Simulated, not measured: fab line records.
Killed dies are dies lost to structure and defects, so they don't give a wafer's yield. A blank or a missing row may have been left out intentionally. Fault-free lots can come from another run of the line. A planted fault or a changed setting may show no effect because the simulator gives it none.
Which tool did it? | flow gf180mcu | 42 wafers from 14 lots sampled at 5 of the route's 602 steps

== WHAT EACH GAUGE READ, for each wafer ==
GF_PSD_RS_MEAS_14: a four-point-probe measurement. Usual: NSD_RS gives 46.11 ohm/sq (standard deviation 0.088).
lot  | measured     | on            | NSD_RS (ohm/sq)   | flag
L304 | day 14 04:01 | film metro-03 | 46.24 46.07 46.18 |
L305 | day 14 22:22 | film metro-03 | 45.95 45.96 46.04 |
L307 | day 15 01:50 | film metro-03 | 46.10 46.11 45.99 |
L309 | day 16 00:16 | film metro-04 | 46.06 46.06 46.02 |
L310 | day 16 15:12 | film metro-03 | 46.23 46.26 46.23 |
L316 | day 18 10:43 | film metro-03 | - - -             | OFF
L317 | day 18 22:39 | film metro-04 | - - -             | OFF
L320 | day 19 15:20 | film metro-04 | 46.08 46.13 46.30 |
L321 | day 20 06:59 | film metro-03 | 46.23 46.10 46.17 |
L322 | day 20 13:50 | film metro-03 | 46.12 46.09 46.13 |
L323 | day 20 22:19 | film metro-04 | 46.03 46.23 46.27 |
L324 | day 21 15:54 | film metro-03 | 46.20 46.07 46.25 |
L326 | day 22 03:04 | film metro-04 | 46.27 46.13 46.14 |
L327 | day 22 08:39 | film metro-04 | 46.15 46.15 46.13 |

GF_CONTACT_CD_MEAS_14: target cd 220 nm. Usual: cd nm at 219.6 nm, with a standard deviation of 1.5.
lot  | measured     | on        | cd nm (nm)        | flag
L304 | day 16 00:13 | cd sem-01 | 221.9 222.4 222.3 |
L305 | day 16 20:05 | cd sem-02 | 218.4 217.2 217.9 |
L307 | day 17 00:22 | cd sem-01 | 219.2 219.5 219.6 |
L309 | day 17 22:46 | cd sem-02 | 218.1 220.1 217.8 |
L310 | day 18 14:51 | cd sem-02 | 219.1 220.1 219.1 |
L320 | day 21 16:34 | cd sem-02 | 221.2 219.7 220.6 |
L321 | day 22 09:02 | cd sem-01 | 221.1 221.5 224.1 |
L322 | day 22 14:01 | cd sem-01 | 220.0 220.3 220.2 |
L323 | day 22 23:22 | cd sem-01 | 220.0 219.3 220.1 |
L324 | day 23 15:33 | cd sem-01 | 220.4 220.9 219.3 |
L326 | day 24 02:33 | cd sem-02 | 218.8 219.3 217.5 |
L327 | day 24 06:57 | cd sem-01 | 219.8 218.9 219.0 |

== TOOL THAT RAN EACH LOT (tool first, then ch and the chambers of the sampled wafers, then the start) ==
lot  | GF_PSD_RTA_13                    | GF_SAB_ETCH_11                     | GF_SALICIDE_RTA_06
L304 | rtp anneal-02 ch 0, day 14 03:56 | rie diel-02 ch 0,1,2, day 15 00:40 | rtp anneal-01 ch 0, day 15 01:14
L305 | rtp anneal-02 ch 0, day 14 22:16 | rie diel-02 ch 1,2,3, day 15 20:34 | rtp anneal-01 ch 0, day 15 21:08
L307 | rtp anneal-01 ch 0, day 15 01:44 | rie diel-02 ch 0,3, day 16 00:08   | rtp anneal-01 ch 0, day 16 00:56
L309 | rtp anneal-02 ch 0, day 16 00:10 | rie diel-02 ch 1,3, day 16 22:23   | rtp anneal-01 ch 0, day 16 23:01
L310 | rtp anneal-02 ch 0, day 16 15:07 | rie diel-02 ch 0,1,2, day 17 14:07 | rtp anneal-01 ch 0, day 17 14:43
L316 | rtp anneal-01, day 18 10:37      | -                                  | -
L317 | rtp anneal-01, day 18 22:34      | -                                  | -
L320 | rtp anneal-02 ch 0, day 19 15:14 | rie diel-02 ch 2,3, day 20 15:28   | rtp anneal-02 ch 0, day 20 16:02
L321 | rtp anneal-02 ch 0, day 20 06:54 | rie diel-01 ch 0,1,2, day 21 07:31 | rtp anneal-02 ch 0, day 21 08:05
L322 | rtp anneal-02 ch 0, day 20 13:45 | rie diel-02 ch 1,3, day 21 13:26   | rtp anneal-02 ch 0, day 21 14:02
L323 | rtp anneal-02 ch 0, day 20 22:14 | rie diel-01 ch 0,3, day 21 22:22   | rtp anneal-02 ch 0, day 21 22:57
L324 | rtp anneal-01 ch 0, day 21 15:46 | rie diel-01 ch 0,2, day 22 15:04   | rtp anneal-02 ch 0, day 22 15:39
L326 | rtp anneal-02 ch 0, day 22 02:59 | rie diel-03 ch 0,2, day 23 02:10   | rtp anneal-01 ch 0, day 23 02:44
L327 | rtp anneal-01 ch 0, day 22 08:34 | rie diel-03 ch 0,2, day 23 07:44   | rtp anneal-02 ch 0, day 23 08:19
- GF_PSD_RTA_13: time 20 s.
- GF_SAB_ETCH_11: etches SiO2 in C4F8/O2/Ar, target depth 55 nm, time 8.5 s.
- GF_SALICIDE_RTA_06: time 30 s.

== AS READ BY THE TOOLS THEMSELVES (means over the sampled wafers that have a number; for cases with no such wafer, the mark the record gives instead) ==
GF_PSD_RTA_13. Usual: anneal temp c max 1031.2, standard deviation 1.5; chamber o2 ppm 1.993, standard deviation 0.025; lamp power pct 33.7 %, standard deviation 1.2; wafer_temp_C_max 1031.2, standard deviation 1.1.
lot  | tool          | anneal temp c max | chamber o2 ppm | lamp power pct (%) | wafer_temp_C_max | flag
L304 | rtp anneal-02 | 1029.0            | 1.986          | 34.8               | 1030.2           |
L305 | rtp anneal-02 | 1030.4            | 1.991          | 34.8               | 1031.9           |
L307 | rtp anneal-01 | 1032.9            | 2.014          | 32.2               | 1030.5           |
L309 | rtp anneal-02 | 1030.8            | 2.011          | 34.7               | 1031.8           |
L310 | rtp anneal-02 | 1030.5            | 1.990          | 34.7               | 1031.0           |
L316 | rtp anneal-01 | -                 | -              | -                  | -                | OFF
L317 | rtp anneal-01 | -                 | -              | -                  | -                | OFF
L320 | rtp anneal-02 | 1031.0            | 2.020          | 34.7               | 1031.8           |
L321 | rtp anneal-02 | 1031.0            | 2.039          | 34.8               | 1030.6           |
L322 | rtp anneal-02 | 1031.0            | 1.981          | 34.8               | 1029.5           |
L323 | rtp anneal-02 | 1029.6            | 1.996          | 34.8               | 1030.1           |
L324 | rtp anneal-01 | 1033.0            | 2.000          | 32.2               | 1031.1           |
L326 | rtp anneal-02 | 1030.2            | 1.984          | 34.8               | 1031.5           |
L327 | rtp anneal-01 | 1033.8            | 1.991          | 32.2               | 1032.0           |

GF_SAB_ETCH_11. Usual: oes product au at 0.999 a.u., with a standard deviation of 0.0096.
lot  | tool        | oes product au (a.u.) | flag
L304 | rie diel-02 | 0.994                 |
L305 | rie diel-02 | 0.994                 |
L307 | rie diel-02 | 1.012                 |
L309 | rie diel-02 | 1.002                 |
L310 | rie diel-02 | 1.003                 |
L320 | rie diel-02 | 1.015                 |
L321 | rie diel-01 | 0.996                 |
L322 | rie diel-02 | 1.002                 |
L323 | rie diel-01 | 0.999                 |
L324 | rie diel-01 | 0.997                 |
L326 | rie diel-03 | 0.986                 |
L327 | rie diel-03 | 1.001                 |

GF_SALICIDE_RTA_06. Usual: anneal temp c max 533.2, standard deviation 0.74; chamber o2 ppm 1.994, standard deviation 0.025; lamp power pct 6.10 %, standard deviation 0.23; wafer_temp_C_max 533.2, standard deviation 0.55.
lot  | tool          | anneal temp c max | chamber o2 ppm | lamp power pct (%) | wafer_temp_C_max | flag
L304 | rtp anneal-01 | 533.9             | 2.002          | 5.85               | 533.8            |
L305 | rtp anneal-01 | 534.3             | 2.004          | 5.85               | 533.4            |
L307 | rtp anneal-01 | 533.6             | 1.978          | 5.85               | 533.4            |
L309 | rtp anneal-01 | 532.9             | 1.993          | 5.85               | 532.9            |
L310 | rtp anneal-01 | 533.6             | 2.007          | 5.85               | 533.0            |
L320 | rtp anneal-02 | 532.7             | 1.990          | 6.32               | 533.1            |
L321 | rtp anneal-02 | 532.8             | 2.013          | 6.31               | 533.1            |
L322 | rtp anneal-02 | 532.8             | 2.016          | 6.31               | 533.0            |
L323 | rtp anneal-02 | 532.8             | 2.016          | 6.32               | 533.5            |
L324 | rtp anneal-02 | 532.8             | 1.996          | 6.31               | 532.8            |
L326 | rtp anneal-01 | 533.5             | 1.942          | 5.85               | 533.5            |
L327 | rtp anneal-02 | 532.4             | 1.969          | 6.31               | 533.1            |

== THE ANSWER, worked out from the rows above alone ==
Rule: a lot counts as off when the mean over its wafers that have a number is more than 3 standard deviations away from the usual mean. A lot without any number at a reading at which 4 lots or more have one is off too. Any other lot the step has rows for is counted as sound. The gauges are gone through in route order, then the tools' own readings, and for those a lot's mean is taken as printed above. The first step at which some lot is off is used, and at that step the reading that is off furthest; a lot without a number counts as furthest.
Off: L316, L317, at GF_PSD_RS_MEAS_14 (NSD_RS). Without a number there: L316, L317.
If a tool, at a process step before that reading, ran all the lots that are off and no sound lot after the first of them, it fits. Not tried: the gauges at GF_PSD_RS_MEAS_14; whatever is off there is also off at GF_PSD_RTA_13, on other tools, and gauge error can't account for it. None of those tried fits.

== WHAT HAD BEEN PUT IN BY THE SIMULATOR ==
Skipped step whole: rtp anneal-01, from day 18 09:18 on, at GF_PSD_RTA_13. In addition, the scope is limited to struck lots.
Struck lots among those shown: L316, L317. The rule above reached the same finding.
